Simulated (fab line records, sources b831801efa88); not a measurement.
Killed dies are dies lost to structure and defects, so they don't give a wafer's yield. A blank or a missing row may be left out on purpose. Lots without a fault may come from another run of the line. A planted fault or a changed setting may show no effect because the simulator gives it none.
One fault seen from 2 desks | flow sky130 | each desk has only its own numbers; what lay behind them comes last

THE TOOL OWNER'S DESK: cmp-02
The tool's own readings at SKY_VIA3_CMP_02 (polishes SiO2): means of the sampled wafers that have a number, for each lot that ran on this tool. A lot is out of limits, marked OUT, if its mean lies more than 4 standard deviations from the usual mean; the brackets give that distance.
Columns: A = motor_current_A at SKY_VIA3_CMP_02, usual 12.2 A
lot  | first seen here | A
L184 | day 38 15:47    | 11.5
L186 | day 39 13:25    | 10.8
L188 | day 40 04:33    | 12.7
L189 | day 40 10:44    | 11.4
L191 | day 40 16:15    | 11.4
L195 | day 42 05:02    | 10.8
L206 | day 44 17:43    | 11.7
This desk's finding: nothing out of limits on any of the 7 lots.

THE METROLOGY DESK
What the gauges read, lot by lot, whatever tool the lot ran on: means of the sampled wafers that have a number. A lot is out of limits, marked OUT, if its mean lies more than 4 standard deviations from the usual mean; the brackets give that distance.
Columns: A = METAL1_OVL at SKY_METAL1_OVL_MEAS_16, usual 1 nm; B = VIA1_BOW at SKY_VIA1_BOW_MEAS_03, usual 82 um; C = VIA2_BOW at SKY_VIA2_BOW_MEAS_03, usual 88 um
lot  | first seen here | A  | B  | C
L184 | day 32 20:58    | 3  | 84 | 90
L185 | day 33 02:32    | 2  | 83 | 87
L186 | day 33 20:28    | -6 | 83 | 89
L187 | day 33 20:52    | 0  | 76 | 83
L188 | day 34 12:29    | 2  | 83 | 92
L189 | day 34 19:53    | 6  | 84 | 90
L191 | day 35 01:48    | 3  | 83 | 87
L195 | day 36 15:02    | 7  | 78 | 83
L199 | day 37 11:20    | 1  | 79 | 86
L203 | day 38 20:18    | -3 | 77 | 86
L205 | day 39 10:29    | -6 | 88 | 96
L206 | day 39 12:43    | 4  | 83 | 91
L207 | day 39 20:11    | 0  | 87 | 94
This desk's finding: nothing out of limits on any of the 13 lots.

PUT TOGETHER
The tool owner's desk saw nothing out of limits.
The metrology desk saw nothing out of limits.

WHAT THE SIMULATOR HAD PUT IN
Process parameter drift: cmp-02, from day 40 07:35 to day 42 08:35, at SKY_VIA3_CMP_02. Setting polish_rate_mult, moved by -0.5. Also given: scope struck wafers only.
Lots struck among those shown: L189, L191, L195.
